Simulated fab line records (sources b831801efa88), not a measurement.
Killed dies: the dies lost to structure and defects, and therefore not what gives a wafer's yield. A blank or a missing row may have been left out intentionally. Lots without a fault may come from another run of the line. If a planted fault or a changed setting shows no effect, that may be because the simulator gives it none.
fab line records	flow sky130
[record] lots = 5	wafers = 15	last_day = 50
route steps=708 shown LI_CONTACT@375 LOCAL_INTERCONNECT@387
lots that met no fault: taken from a fault-free run of the same line
start_h: the number of hours between the record's first day and the start of the first shown wafer of the lot	wait_h: hours elapsed since this lot's preceding step	" same as the row above	L1.1+2: several wafers, shown together as one row	- value missing, or start not given	* or withheld: withheld	< > ~ a bound
route shown NAME@n: NAME is a module with steps in the file, n the number in the route of the first one	usual: mean/standard deviation of fault-free wafers	same: alike in all rows	chamber/n: place in a boat	sites: each site's reading	_std_site: the values' standard deviation	_edge_site: mean of outer sites minus mean of inner sites	radius_mm: how far each site lies from the wafer's centre	mask NAME#n: copy n	behind: tool/chamber where the wafer was last shaped	hold: why the lot went on hold/how many hours it stayed there/how the hold came to an end	device: which transistor (n, p or np) failed to switch	end of line: at the end of the route, the tests of the same wafers	step lacking rows: just its recipe	killed: not the wafer's yield, but the dies lost to structure and defects at the first sort	map: dies across one wafer; x = killed, . = not, _ = none there
set.NAME: the setting that was run; set.NAME@STEP: the one run at that earlier step	model.NAME: the simulator's own value behind a step, which no gauge read
certain route steps with their lots: each step a table, each wafer a row
services: from which hour (start_h, from the record's first day; less than 0 if before it) a tool's chamber was out of use, for how many hours, and why
[[steps]]
[step SKY_LI_CONTACT_OVL_MEAS_13]
[usual] LI_CONTACT_OVL = 2/5.9
lot.wafer	tool	chamber	start_h	wait_h	LI_CONTACT_OVL[nm]
L831.1	overlay-02	-	676.27	0.1	-6
L831.2	"	-	"	"	0
L831.4	"	-	"	"	-2
L833.3	overlay-01	-	712.23	0.1	-12
L833.4	"	-	"	"	-3
L833.6	"	-	"	"	-2
L844.4	overlay-01	-	799.29	0.1	0
L844.5	"	-	"	"	3
L844.6	"	-	"	"	2
L847.2	overlay-01	-	804.35	0.1	-7
L847.4	"	-	"	"	-10
L847.6	"	-	"	"	-3
L852.2	overlay-02	-	839.02	0.1	-1
L852.3	"	-	"	"	2
L852.5	"	-	"	"	-2
[step SKY_LI_CONTACT_ETCH_14]
[recipe] chemistry = N2/H2	target = BARC	ion_energy_ev = 200	source_w = 500	bias_w = 100	pressure_mtorr = 30	n2_flow_sccm = 100	h2_flow_sccm = 200	stop_on = SiO2	time_s = 45.9	target_depth_a = 600
[usual] drypump_motor_current_A = 5.7/0.55	oes_product_au = 0.855/0.0048	throttle_valve_pct = 13.225/0.009
lot.wafer	tool	chamber	start_h	wait_h	drypump_motor_current_A	oes_product_au	rf_hours_counter_h	throttle_valve_pct
L831.1	rie_diel-04	0	676.30	0.0	6.4	0.847	8	13.227
L831.2	"	3	"	"	6.3	0.848	8	13.222
L831.4	"	3	"	"	6.3	0.847	-	13.243
L833.3	rie_diel-02	0	712.25	0.0	5.6	0.858	13	13.225
L833.4	"	3	"	"	6.2	0.858	11	13.220
L833.6	"	1	"	"	5.5	0.860	-	13.230
L844.4	rie_diel-02	1	799.30	0.0	5.5	0.857	7	13.223
L844.5	"	3	"	"	6.2	0.858	-	13.212
L844.6	"	0	"	"	5.6	0.855	-	13.215
L847.2	rie_diel-04	3	804.38	0.0	6.3	0.859	13	13.240
L847.4	"	3	"	"	6.4	0.858	-	13.236
L847.6	"	1	"	"	4.8	0.856	-	13.222
L852.2	rie_diel-04	3	839.05	0.0	6.3	0.855	14	13.205
L852.3	"	2	"	"	5.8	0.849	20	13.216
L852.5	"	0	"	"	6.4	0.850	-	13.212
[step SKY_LI_CONTACT_ETCH_15]
[recipe] target = PSG	chemistry = C4F8/O2/Ar	stop_on = Si	taper_deg = 4.15	mask_material = KrF-thick	source_w = 1500	bias_w = 1200	pressure_mtorr = 40	c4f8_flow_sccm = withheld	O2_flow_sccm = 6	Ar_flow_sccm = 300	time_s = withheld	target_depth_a = 6000
[step SKY_LI_CONTACT_STRIP_16]
[recipe] chemistry = O2/N2	power_w = 1400	pressure_mtorr = 1500	platen_temp_c = withheld	o2_flow_sccm = 3000	n2_flow_sccm = 300	overash_fraction = 0.5
[step SKY_LI_CONTACT_CLEAN_17]
[recipe] chemistry = NMP	time_s = 600	temp_c = 60	dry = n2_spin
[step SKY_LI_CONTACT_PRE_CLEAN_18]
[recipe] gas = Ar	time_s = 5.6	bias_v = 358
[step SKY_LI_CONTACT_SPUTTER_19]
[recipe] material = Ti	target_thk_nm = 20	chamber_pressure_pa = 5	power_w = 2500	substrate_temp_c = 200	time_s = 106.37
[step SKY_LI_CONTACT_SPUTTER_20]
[recipe] material = TiN	target_thk_nm = 20	chamber_pressure_pa = 5	power_w = 4000	time_s = 80
[usual] cathode_dc_power_W = 4000.0/0.72	throttle_valve_pct = 30.0/0.91
lot.wafer	tool	chamber	start_h	wait_h	cathode_dc_power_W	throttle_valve_pct
L831.1	pvd_sputter-04	-	676.82	0.0	4000.9	29.3
L831.2	"	-	"	"	4000.0	30.0
L831.4	"	-	"	"	4000.0	30.8
L833.3	pvd_sputter-04	-	712.75	0.0	4000.1	29.4
L833.4	"	-	"	"	3999.2	31.2
L833.6	"	-	"	"	3998.7	30.0
L844.4	pvd_sputter-01	-	799.80	0.0	4000.4	30.3
L844.5	"	-	"	"	3999.9	28.7
L844.6	"	-	"	"	4000.2	32.3
L847.2	pvd_sputter-01	-	804.88	0.0	3998.9	32.0
L847.4	"	-	"	"	4000.4	29.3
L847.6	"	-	"	"	4001.9	29.4
L852.2	pvd_sputter-02	-	839.59	0.0	3998.8	31.0
L852.3	"	-	"	"	4000.2	29.8
L852.5	"	-	"	"	4000.2	29.9
[step SKY_LI_CONTACT_CVD_21]
[recipe] material = W	target_thk_nm = 400	time_s = 120.56	temp_c = 400	pressure_torr = 40
[usual] heater_power_w = 887/92
lot.wafer	tool	chamber	start_h	wait_h	heater_power_w
L831.1	cvd_w-01	1	676.88	0.0	987
L831.2	"	0	"	"	960
L831.4	"	0	"	"	956
L833.3	cvd_w-01	0	712.85	0.1	945
L833.4	"	1	"	"	987
L833.6	"	1	"	"	977
L844.4	cvd_w-01	0	799.99	0.2	944
L844.5	"	0	"	"	940
L844.6	"	0	"	"	970
L847.2	cvd_w-02	1	804.94	0.0	756
L847.4	"	1	"	"	741
L847.6	"	1	"	"	731
L852.2	cvd_w-01	0	839.65	0.0	976
L852.3	"	0	"	"	964
L852.5	"	0	"	"	983
[step SKY_LI_CONTACT_RS_MEAS_22]
[recipe] thk_meas_gauge = four-point-probe	reads = W_of_LI_CONTACT_CVD_21+TiN_of_LI_CONTACT_SPUTTER_20+Ti_of_LI_CONTACT_SPUTTER_19
[usual] LI_CONTACT_W_RS = 0.288/0.0041
lot.wafer	tool	chamber	start_h	wait_h	LI_CONTACT_W_RS[ohm/sq]
L831.1	film_metro-04	-	677.00	0.1	0.284
L831.2	"	-	"	"	0.293
L831.4	"	-	"	"	0.290
L833.3	film_metro-04	-	712.98	0.1	0.294
L833.4	"	-	"	"	0.286
L833.6	"	-	"	"	0.284
L844.4	film_metro-01	-	800.17	0.1	0.292
L844.5	"	-	"	"	0.293
L844.6	"	-	"	"	0.294
L847.2	film_metro-02	-	805.09	0.1	0.287
L847.4	"	-	"	"	0.288
L847.6	"	-	"	"	0.287
L852.2	film_metro-02	-	839.79	0.1	0.292
L852.3	"	-	"	"	0.291
L852.5	"	-	"	"	0.294
[step SKY_LI_CONTACT_THK_MEAS_23]
[recipe] thk_meas_gauge = xrf	reads = W_of_LI_CONTACT_CVD_21
[usual] LI_CONTACT_W_THK = 405/6.7
lot.wafer	tool	chamber	start_h	wait_h	LI_CONTACT_W_THK[nm]
L831.1	film_metro-04	-	677.12	0.1	414
L831.2	"	-	"	"	402
L831.4	"	-	"	"	406
L833.3	film_metro-04	-	713.08	0.1	401
L833.4	"	-	"	"	414
L833.6	"	-	"	"	414
L844.4	film_metro-01	-	800.26	0.1	393
L844.5	"	-	"	"	395
L844.6	"	-	"	"	395
L847.2	film_metro-02	-	805.20	0.1	407
L847.4	"	-	"	"	402
L847.6	"	-	"	"	402
L852.2	film_metro-02	-	839.90	0.1	401
L852.3	"	-	"	"	406
L852.5	"	-	"	"	397
[step SKY_LI_CONTACT_CMP_24]
[recipe] stop_on = PSG	t_overpolish_s = 20	down_force_psi = 3.5	platen_rpm = 60	target_thk_nm = 0	pad_velocity_m_s = 0.94248
[step SKY_LOCAL_INTERCONNECT_SPUTTER_00]
[recipe] material = TiN	target_thk_nm = 100	temp_c = 300	power_w = 6500	time_s = 83.3	chamber_pressure_pa = 0.4
[usual] cathode_dc_power_W = 6499.8/1.1	substrate_temp_c = 300.01/0.21	throttle_valve_pct = 30.0/1.3
lot.wafer	tool	chamber	start_h	wait_h	cathode_dc_power_W	substrate_temp_c	throttle_valve_pct	model.TiN_of_LOCAL_INTERCONNECT_SPUTTER_00.thk_nm
L831.1	pvd_sputter-01	-	677.48	0.2	6500.5	299.45	32.1	100
L831.2	"	-	"	"	6498.7	299.87	30.2	101.5
L831.4	"	-	"	"	6500.6	300.09	28.8	100.9
L833.3	pvd_sputter-03	-	713.42	0.2	6500.5	300.04	28.0	98.95
L833.4	"	-	"	"	6499.5	300.28	30.4	99.15
L833.6	"	-	"	"	6498.5	300.18	30.2	99.58
L844.4	pvd_sputter-01	-	800.59	0.2	8184.6	299.94	31.8	126
L844.5	"	-	"	"	6499.8	299.76	30.2	100.1
L844.6	"	-	"	"	6500.6	299.83	29.5	100.5
L847.2	pvd_sputter-04	-	805.59	0.2	6501.9	299.79	29.5	98.3
L847.4	"	-	"	"	6498.9	300.24	30.0	99.66
L847.6	"	-	"	"	6497.9	300.26	30.1	100.1
L852.2	pvd_sputter-03	-	840.25	0.2	6499.3	300.16	28.2	98.47
L852.3	"	-	"	"	6499.0	300.15	30.4	100.2
L852.5	"	-	"	"	6499.1	300.35	27.9	98.7
[step SKY_LOCAL_INTERCONNECT_RS_MEAS_01]
[recipe] thk_meas_gauge = four-point-probe	reads = TiN_of_LOCAL_INTERCONNECT_SPUTTER_00
[usual] LOCAL_INTERCONNECT_TIN_RS = 14.21/0.19
lot.wafer	tool	chamber	start_h	wait_h	LOCAL_INTERCONNECT_TIN_RS[ohm/sq]
L831.1	film_metro-02	-	677.55	0.0	14.16
L831.2	"	-	"	"	13.91
L831.4	"	-	"	"	14.00
L833.3	film_metro-02	-	713.52	0.1	14.30
L833.4	"	-	"	"	14.24
L833.6	"	-	"	"	14.21
L844.4	film_metro-02	-	800.72	0.1	11.11
L844.5	"	-	"	"	14.11
L844.6	"	-	"	"	14.06
L847.2	film_metro-04	-	805.67	0.1	14.39
L847.4	"	-	"	"	14.22
L847.6	"	-	"	"	14.13
L852.2	film_metro-04	-	840.33	0.1	14.38
L852.3	"	-	"	"	14.13
L852.5	"	-	"	"	14.33
[step SKY_LOCAL_INTERCONNECT_THK_MEAS_02]
[recipe] thk_meas_gauge = xrf	reads = TiN_of_LOCAL_INTERCONNECT_SPUTTER_00
[usual] LOCAL_INTERCONNECT_TIN_THK = 97.9/1.3
lot.wafer	tool	chamber	start_h	wait_h	LOCAL_INTERCONNECT_TIN_THK[nm]
L831.1	film_metro-02	-	677.67	0.1	98.7
L831.2	"	-	"	"	100.2
L831.4	"	-	"	"	99.2
L833.3	film_metro-02	-	713.62	0.1	97.0
L833.4	"	-	"	"	97.0
L833.6	"	-	"	"	98.0
L844.4	film_metro-02	-	800.81	0.1	123.1
L844.5	"	-	"	"	97.3
L844.6	"	-	"	"	97.7
L847.2	film_metro-04	-	805.78	0.1	96.6
L847.4	"	-	"	"	98.0
L847.6	"	-	"	"	98.2
L852.2	film_metro-04	-	840.44	0.1	96.9
L852.3	"	-	"	"	98.5
L852.5	"	-	"	"	97.2
[step SKY_LOCAL_INTERCONNECT_DEHYDRATE_03]
[recipe] temp_c = 200	time_s = 60
[step SKY_LOCAL_INTERCONNECT_HMDS_04]
[recipe] prime_time_s = 60	prime_temp_c = 120
[step SKY_LOCAL_INTERCONNECT_COAT_05]
[recipe] resist = BARC	temp_c = withheld	time_s = withheld	spin_rpm = 3000	resist_thk_nm = 60
[step SKY_LOCAL_INTERCONNECT_COAT_06]
[recipe] resist = KrF-thick	spin_rpm = 3000	resist_thk_nm = 450
[step SKY_LOCAL_INTERCONNECT_SOFTBAKE_07]
[recipe] temp_c = 100	time_s = 90	resist = KrF-thick
[step SKY_LOCAL_INTERCONNECT_EXPOSE_08]
[recipe] mask_id = LI1M	na = 0.8	source_shape = annular	sigma_inner = 0.55	sigma_outer = 0.85	target_cd_nm = 170	dose_mj = 28
[step SKY_LOCAL_INTERCONNECT_PEB_09]
[recipe] peb_temp_c = withheld	peb_time_s = withheld	resist = KrF-thick
[step SKY_LOCAL_INTERCONNECT_DEVELOP_10]
[recipe] develop_time_s = 60	resist = KrF-thick	dev_temp_c = 21
[step SKY_LOCAL_INTERCONNECT_CD_MEAS_11]
[recipe] target_cd_nm = 170
[usual] cd_nm = 170.3/1.1
lot.wafer	tool	chamber	start_h	wait_h	cd_nm
L831.1	cd_sem-01	-	705.70	-	170.3
L831.2	"	-	"	"	170.7
L831.4	"	-	"	"	169.4
L833.3	cd_sem-01	-	741.59	-	170.9
L833.4	"	-	"	"	169.9
L833.6	"	-	"	"	171.8
L844.4	cd_sem-01	-	826.14	-	169.9
L844.5	"	-	"	"	169.7
L844.6	"	-	"	"	170.9
L847.2	cd_sem-02	-	832.60	-	171.1
L847.4	"	-	"	"	172.4
L847.6	"	-	"	"	171.3
L852.2	cd_sem-02	-	866.05	-	169.7
L852.3	"	-	"	"	171.2
L852.5	"	-	"	"	171.5
[step SKY_LOCAL_INTERCONNECT_OVL_MEAS_12]
[usual] LOCAL_INTERCONNECT_OVL = 0/5.7
lot.wafer	tool	chamber	start_h	wait_h	LOCAL_INTERCONNECT_OVL[nm]
L831.1	overlay-01	-	705.82	0.1	10
L831.2	"	-	"	"	-5
L831.4	"	-	"	"	0
L833.3	overlay-01	-	741.68	0.1	-2
L833.4	"	-	"	"	8
L833.6	"	-	"	"	-9
L844.4	overlay-01	-	826.22	0.1	0
L844.5	"	-	"	"	7
L844.6	"	-	"	"	3
L847.2	overlay-01	-	832.70	0.1	-10
L847.4	"	-	"	"	-8
L847.6	"	-	"	"	-1
L852.2	overlay-02	-	866.15	0.1	8
L852.3	"	-	"	"	-6
L852.5	"	-	"	"	-2
[step SKY_LOCAL_INTERCONNECT_ETCH_13]
[recipe] chemistry = N2/H2	target = BARC	ion_energy_ev = 200	bias_w = 100	pressure_mtorr = 30	n2_flow_sccm = 100	h2_flow_sccm = 200	icp_w = 500	stop_on = SiO2	time_s = 45.9	target_depth_a = 600
[usual] drypump_motor_current_A = 5.7/0.36	oes_product_au = 0.855/0.0052	throttle_valve_pct = 13.225/0.0092
lot.wafer	tool	chamber	start_h	wait_h	drypump_motor_current_A	oes_product_au	rf_hours_counter_h	throttle_valve_pct
L831.1	rie_metal-04	0	705.85	0.0	6.2	0.847	9	13.233
L831.2	"	1	"	"	5.6	0.850	11	13.215
L831.4	"	1	"	"	5.6	0.854	-	13.242
L833.3	rie_metal-04	1	741.72	0.0	5.5	0.858	-	13.220
L833.4	"	0	"	"	6.2	0.867	-	13.220
L833.6	"	1	"	"	5.6	0.861	-	13.222
L844.4	rie_metal-04	0	826.26	0.0	6.2	0.856	-	13.226
L844.5	"	0	"	"	6.2	0.858	-	13.211
L844.6	"	1	"	"	5.6	0.856	-	13.223
L847.2	rie_metal-04	1	832.73	0.0	5.6	0.862	0	13.233
L847.4	"	0	"	"	6.2	0.859	-	13.236
L847.6	"	0	"	"	6.2	0.864	-	13.229
L852.2	rie_metal-04	0	866.18	0.0	6.2	0.847	17	13.246
L852.3	"	0	"	"	6.2	0.847	-	13.220
L852.5	"	0	"	"	6.2	0.858	-	13.216
[step SKY_LOCAL_INTERCONNECT_METAL_ETCH_14]
[recipe] target_depth_nm = 110	stop_on = PSG	chemistry = Cl2/BCl3	target = TiN	resist_sidewall_deg = 88	pressure_mtorr = 10	icp_w = 900	bias_w = 48.5	Cl2_flow_sccm = 60	bcl3_flow_sccm = 30	time_s = 31.4
[usual] drypump_motor_current_A = 5.6/0.36	oes_product_au = 0.938/0.0083	throttle_valve_pct = 21.904/0.0096
lot.wafer	tool	chamber	start_h	wait_h	drypump_motor_current_A	oes_product_au	rf_hours_counter_h	throttle_valve_pct
L831.1	rie_metal-04	0	705.92	0.0	6.2	0.941	9	21.898
L831.2	"	1	"	"	5.6	0.955	11	21.906
L831.4	"	1	"	"	5.5	0.946	-	21.912
L833.3	rie_metal-04	1	741.78	0.0	5.6	0.941	-	21.888
L833.4	"	0	"	"	6.2	0.935	-	21.892
L833.6	"	1	"	"	5.6	0.943	-	21.913
L844.4	rie_metal-04	0	826.31	0.0	6.2	0.986	-	21.889
L844.5	"	0	"	"	6.2	0.931	-	21.915
L844.6	"	1	"	"	5.5	0.937	-	21.897
L847.2	rie_metal-04	1	832.80	0.0	5.5	0.939	0	21.912
L847.4	"	0	"	"	6.2	0.929	-	21.902
L847.6	"	0	"	"	6.2	0.951	-	21.903
L852.2	rie_metal-04	0	866.25	0.0	6.2	0.930	17	21.911
L852.3	"	0	"	"	6.2	0.934	-	21.910
L852.5	"	0	"	"	6.2	0.931	-	21.904
[step SKY_LOCAL_INTERCONNECT_STRIP_15]
[recipe] chemistry = O2/N2	power_w = 1400	pressure_mtorr = 1500	platen_temp_c = withheld	o2_flow_sccm = 3000	n2_flow_sccm = 300	overash_fraction = 0.5
[usual] drypump_motor_current_A = 5.74/0.16	oes_product_au = 0.427/0.0049	strip_time_to_endpoint_s = 4.730/0.023
lot.wafer	tool	chamber	start_h	wait_h	drypump_motor_current_A	oes_product_au	rf_hours_counter_h	strip_time_to_endpoint_s
L831.1	plasma_asher-02	1	705.97	0.0	5.54	0.427	106	4.770
L831.2	"	0	"	"	5.80	0.426	106	4.747
L831.4	"	0	"	"	5.81	0.419	-	4.740
L833.3	plasma_asher-04	1	741.85	0.1	5.59	0.424	-	4.739
L833.4	"	0	"	"	5.67	0.431	-	4.767
L833.6	"	0	"	"	5.66	0.437	-	4.755
L844.4	plasma_asher-04	0	826.38	0.1	5.63	0.426	-	4.752
L844.5	"	0	"	"	5.64	0.430	-	4.730
L844.6	"	1	"	"	5.57	0.429	-	4.746
L847.2	plasma_asher-01	0	832.85	0.0	5.92	0.424	39	4.733
L847.4	"	0	"	"	5.94	0.436	-	4.750
L847.6	"	0	"	"	5.95	0.430	-	4.770
L852.2	plasma_asher-01	1	866.30	0.0	6.02	0.434	43	4.753
L852.3	"	1	"	"	5.98	0.429	-	4.750
L852.5	"	1	"	"	5.98	0.432	-	4.756
[step SKY_LOCAL_INTERCONNECT_STRIP_16]
[recipe] chemistry = post_etch_residue_remover	time_s = 1200	temp_c = 72.5
lot.wafer	tool	chamber	start_h	wait_h	model.TiN_of_LOCAL_INTERCONNECT_SPUTTER_00.thk_nm
L831.1	wet_bench-04	1	706.07	0.1	99.6
L831.2	"	1	"	"	101
L831.4	"	1	"	"	100.5
L833.3	wet_bench-04	3	741.92	0.0	98.53
L833.4	"	3	"	"	98.73
L833.6	"	3	"	"	99.16
L844.4	wet_bench-03	2	826.45	0.0	125.6
L844.5	"	2	"	"	99.65
L844.6	"	2	"	"	100.1
L847.2	wet_bench-03	0	832.95	0.1	97.88
L847.4	"	0	"	"	99.23
L847.6	"	0	"	"	99.66
L852.2	wet_bench-03	3	866.40	0.1	98.05
L852.3	"	3	"	"	99.74
L852.5	"	3	"	"	98.29
[step SKY_LOCAL_INTERCONNECT_CLEAN_17]
[recipe] chemistry = IPA	time_s = 180	temp_c = 25
[[services]]
tool	chamber	start_h	hours	kind
rie_diel-02	1	662.83	3.7	repair
rie_diel-02	2	672.20	18.6	repair
rie_diel-04	2	674.15	5.4	repair
pvd_sputter-03	-	680.37	1.6	repair
plasma_asher-04	-	684.90	11.5	repair
cvd_w-01	1	695.99	2.7	repair
rie_diel-02	0	701.13	4.1	repair
rie_metal-04	1	711.88	13.5	repair
wet_bench-04	-	723.71	6.4	repair
rie_diel-02	-	725.90	0.4	repair
rie_diel-04	1	743.58	35.4	repair
rie_diel-04	-	743.75	0.3	repair
rie_diel-04	-	768.31	0.5	repair
pvd_sputter-04	-	768.34	2.4	repair
pvd_sputter-01	-	770.82	3.8	repair
cvd_w-01	-	785.99	1.3	repair
cvd_w-01	1	797.48	6.1	repair
rie_diel-04	2	798.92	8.9	repair
cvd_w-01	-	804.30	2.8	pm
pvd_sputter-01	-	822.80	1.7	repair
pvd_sputter-04	-	829.44	5.4	repair
rie_diel-04	1	843.26	50.2	repair
rie_metal-04	0	861.84	1.7	repair
rie_metal-04	-	863.24	1.1	repair
[[key]]
[first_sign] step = SKY_LOCAL_INTERCONNECT_SPUTTER_00	reading = cathode_dc_power_W	direction = up	sigmas = 99+	usual = 6499.8	struck = 8184.6
[effect] step = SKY_LOCAL_INTERCONNECT_RS_MEAS_01	reading = LOCAL_INTERCONNECT_TIN_RS	direction = down	sigmas = 17	usual = 14.21	struck = 11.11
[effect] step = SKY_LOCAL_INTERCONNECT_THK_MEAS_02	reading = LOCAL_INTERCONNECT_TIN_THK	direction = up	sigmas = 20	usual = 97.9	struck = 123.1
[effect] step = SKY_LOCAL_INTERCONNECT_METAL_ETCH_14	reading = oes_product_au	direction = up	sigmas = 5.8	usual = 0.938	struck = 0.986
[model_effect] step = SKY_LOCAL_INTERCONNECT_SPUTTER_00	value = TiN_of_LOCAL_INTERCONNECT_SPUTTER_00.thk_nm	without = 100.1	struck = 126
[model_effect] step = SKY_LOCAL_INTERCONNECT_STRIP_16	value = TiN_of_LOCAL_INTERCONNECT_SPUTTER_00.thk_nm	without = 99.66	struck = 125.6
met_at SKY_LOCAL_INTERCONNECT_SPUTTER_00
struck_wafers L844.4
sort_left_out L844.4
tester_left_out L844
onset_between 677.48 800.59
[fault] kind = process_parameter_drift	tool = pvd_sputter-01	chamber = -	onset_h = 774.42	steps = SKY_LOCAL_INTERCONNECT_SPUTTER_00	channel = power_w	offset = *	shape = step	end_h = 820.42	acts_in = *	stated = *	scope = struck_wafers_only
// tester_left_out: of these lots the tester's yield and bins aren't shown, on N5 and GAA mostly nor the transistor test; their killed dies are dies lost to structure and defects alone, not to doping, threshold or leakage, so they don't give the yield
// sort_left_out: the simulated sort isn't trusted on such a fault, so these wafers' sort isn't shown, and their yield isn't known
